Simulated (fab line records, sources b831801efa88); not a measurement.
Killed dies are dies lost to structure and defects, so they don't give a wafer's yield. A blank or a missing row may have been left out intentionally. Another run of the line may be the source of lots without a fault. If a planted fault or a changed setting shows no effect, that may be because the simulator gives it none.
2 desks, one fault / flow gf180mcu / each desk has only its own numbers; what lay behind them comes last

== METROLOGY DESK ==
What the gauges read for every lot (on any tool): the sampled wafers with a number, averaged. Any lot whose mean is over 4 standard deviations away from the usual mean is out of limits and marked OUT; that distance is given in the brackets.
Columns: A = INCOMING_BOW at GF_STI_BOW_MEAS_00, usual 1 um; B = cd_nm at GF_STI_CD_MEAS_12, usual 219.8 nm; C = NWELL_OVL at GF_NWELL_OVL_MEAS_07, usual 0.5 nm; D = NWELL_TW at GF_NWELL_TW_MEAS_11, usual 1573; E = NWELL_RS at GF_VT_IMPLANT_RS_MEAS_47, usual 488.3 ohm/sq
lot=L458; first seen here=day 1 10:00; A=1; B=219.5; C=1.5; D=1578; E=487.9
lot=L461; first seen here=day 2 01:00; A=2; B=220.2; C=1.9; D=1570; E=486.4
lot=L462; first seen here=day 2 06:01; A=-1; B=219.8; C=-0.1; D=1562; E=488.6
lot=L463; first seen here=day 2 11:02; A=-8; B=218.3; C=0.6; D=1563; E=487.5
lot=L464; first seen here=day 2 16:01; A=-3; B=219.8; C=0.4; D=1567; E=489.9
lot=L465; first seen here=day 2 21:00; A=-1; B=219.3; C=-0.2; D=1566; E=489.1
lot=L466; first seen here=day 3 02:01; A=10; B=219.9; C=-1.1; D=1748 (+24) OUT; E=647.5 (+99 or more) OUT
lot=L467; first seen here=day 3 07:02; A=5; B=221.0; C=0.3; D=1570; E=486.6
lot=L471; first seen here=day 4 03:00; A=-0; B=219.6; C=2.6; D=1756 (+25) OUT; E=647.4 (+99 or more) OUT
lot=L474; first seen here=day 4 18:01; A=-4; B=218.9; C=1.6; D=1576; E=486.8
lot=L476; first seen here=day 5 04:00; A=-2; B=219.3; C=-0.3; D=1565; E=489.8
lot=L478; first seen here=day 5 14:01; A=8; B=220.8; C=-0.2; D=1564; E=490.2
lot=L481; first seen here=day 6 05:04; A=4; B=218.8; C=0.6; D=1582; E=487.1
This desk finds L466, L471 out of limits, with the earliest case on L466 at day 5 04:42 (NWELL_TW at GF_NWELL_TW_MEAS_11). In limits: L458, L461, L462, L463, L464, L465, L467, L474, L476, L478, L481.

== THE TOOL OWNER'S DESK: implanter-04 ==
GF_NWELL_IMPLANT_08, tool's own readings: per-lot mean of the sampled wafers with a number, covering each lot this tool ran. Any lot whose mean is over 4 standard deviations away from the usual mean is out of limits and marked OUT; that distance is given in the brackets.
Columns: A = beam_on_s at GF_NWELL_IMPLANT_08, usual 10.01 s; B = end_station_pressure_torr at GF_NWELL_IMPLANT_08, usual 5.03e-06 Torr; C = faraday_current_uA at GF_NWELL_IMPLANT_08, usual 84.5; D = tilt_deg at GF_NWELL_IMPLANT_08, usual 0.000 degrees
lot=L463; first seen here=day 4 10:34; A=9.98; B=5.02e-06; C=84.7; D=0.006
lot=L465; first seen here=day 4 21:10; A=10.08; B=5.23e-06; C=83.9; D=0.018
lot=L466; first seen here=day 5 04:19; A=9.96; B=5.03e-06; C=85.0; D=4.935 (+99 or more) OUT
lot=L471; first seen here=day 6 07:13; A=10.20; B=5.10e-06; C=82.7; D=4.910 (+99 or more) OUT
lot=L481; first seen here=day 8 12:28; A=9.89; B=4.93e-06; C=85.5; D=0.006
This desk finds L466, L471 out of limits, L466 being first, at day 5 04:19 (tilt_deg at GF_NWELL_IMPLANT_08). In limits: L463, L465, L481.

== ALL TOGETHER ==
The tool owner's desk could have raised an alarm at day 5 04:19, on L466, L471.
At day 5 04:42 the metrology desk could have sounded an alarm, on L466, L471.
On implanter-04, each named lot ran GF_NWELL_IMPLANT_08.

== WHAT HAD BEEN PUT IN BY THE SIMULATOR ==
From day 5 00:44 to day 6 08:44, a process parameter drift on implanter-04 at GF_NWELL_IMPLANT_08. Setting tilt_deg, moved by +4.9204, from 0. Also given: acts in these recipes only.
Lots struck among those shown: L466, L471.
Hours from the fault's start to each desk's first reading out of limits: the tool owner's desk, 4; the metrology desk, 4.
